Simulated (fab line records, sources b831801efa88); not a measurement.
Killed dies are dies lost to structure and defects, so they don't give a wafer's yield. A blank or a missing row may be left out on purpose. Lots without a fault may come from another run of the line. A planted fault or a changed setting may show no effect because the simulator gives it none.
Which tool did it? | flow sky130 | 12 lots, 36 wafers sampled, at 2 steps of a route of 708

WHAT THE GAUGES READ, wafer by wafer
SKY_FIELD_ISO_BOW_MEAS_00.
lot  | measured    | on            | INCOMING_BOW (um)
L739 | day 1 10:01 | film_metro-02 | 3 -2 1
L740 | day 1 15:00 | film_metro-01 | -4 -2 -6
L743 | day 2 06:00 | film_metro-02 | 4 7 7
L745 | day 2 16:02 | film_metro-02 | 0 -5 -4
L747 | day 3 02:00 | film_metro-02 | 3 -2 -3
L748 | day 3 07:00 | film_metro-04 | -6 -3 -5
L749 | day 3 12:00 | film_metro-04 | -17 -3 2
L751 | day 3 22:00 | film_metro-04 | 0 0 -9
L756 | day 4 23:01 | film_metro-04 | 2 -3 -8
L759 | day 5 14:01 | film_metro-01 | 4 4 -3
L761 | day 6 00:02 | film_metro-02 | 13 5 2
L762 | day 6 05:00 | film_metro-02 | -5 -2 11

SKY_FIELD_ISO_CD_MEAS_13: target cd 150 nm.
lot  | measured    | on        | cd_nm (nm)
L739 | day 2 07:07 | cd_sem-02 | 152.3 152.2 151.7
L740 | day 2 16:54 | cd_sem-01 | 150.2 149.4 150.0
L743 | day 3 04:26 | cd_sem-02 | 149.0 151.2 151.0
L745 | day 3 17:16 | cd_sem-02 | 147.6 151.2 150.3
L747 | day 3 22:56 | cd_sem-02 | 150.7 150.1 150.2
L748 | day 4 04:28 | cd_sem-01 | 146.7 147.6 146.4
L749 | day 4 09:43 | cd_sem-01 | 151.9 151.6 151.5
L751 | day 4 18:46 | cd_sem-02 | 150.8 151.3 148.5
L756 | day 5 22:01 | cd_sem-02 | 148.6 150.0 149.8
L759 | day 6 16:35 | cd_sem-01 | 150.2 150.0 150.4
L761 | day 6 23:05 | cd_sem-02 | 148.1 149.2 149.6
L762 | day 7 06:10 | cd_sem-01 | 150.8 150.9 151.5

WHICH TOOL RAN EACH LOT (tool, then ch and the chambers of the sampled wafers, then the start)
The record holds no process step before these readings.

WHAT THE TOOLS THEMSELVES READ (means of the sampled wafers that have a number; where no wafer has one, the mark that the record gives instead)
The record holds no such reading with a usual standard deviation.

THE ANSWER, worked out from the rows above alone
Rule: what is usual is taken from the lots themselves. Put in order of their means at a reading, lots are off if they are a third of the lots or fewer, leave a main group of 4 or more, and stand apart from it by a gap of 3 or more times the standard deviation of the main group's means; of several such gaps the widest counts. A main group whose means are all the same, to the digits that the tables above print for the reading, isn't used. A lot without any number at a reading at which 4 lots or more have one is off too. The other lots that the step has rows for count as sound. The gauges are gone through in route order, then the tools' own readings, and for those a lot's mean is taken as printed above. The first step at which some lot is off is used, and at that step the reading that is off furthest; a lot without a number counts as furthest.
No lot is off at any reading shown: from this, nothing can be told.

WHAT THE SIMULATOR HAD PUT IN
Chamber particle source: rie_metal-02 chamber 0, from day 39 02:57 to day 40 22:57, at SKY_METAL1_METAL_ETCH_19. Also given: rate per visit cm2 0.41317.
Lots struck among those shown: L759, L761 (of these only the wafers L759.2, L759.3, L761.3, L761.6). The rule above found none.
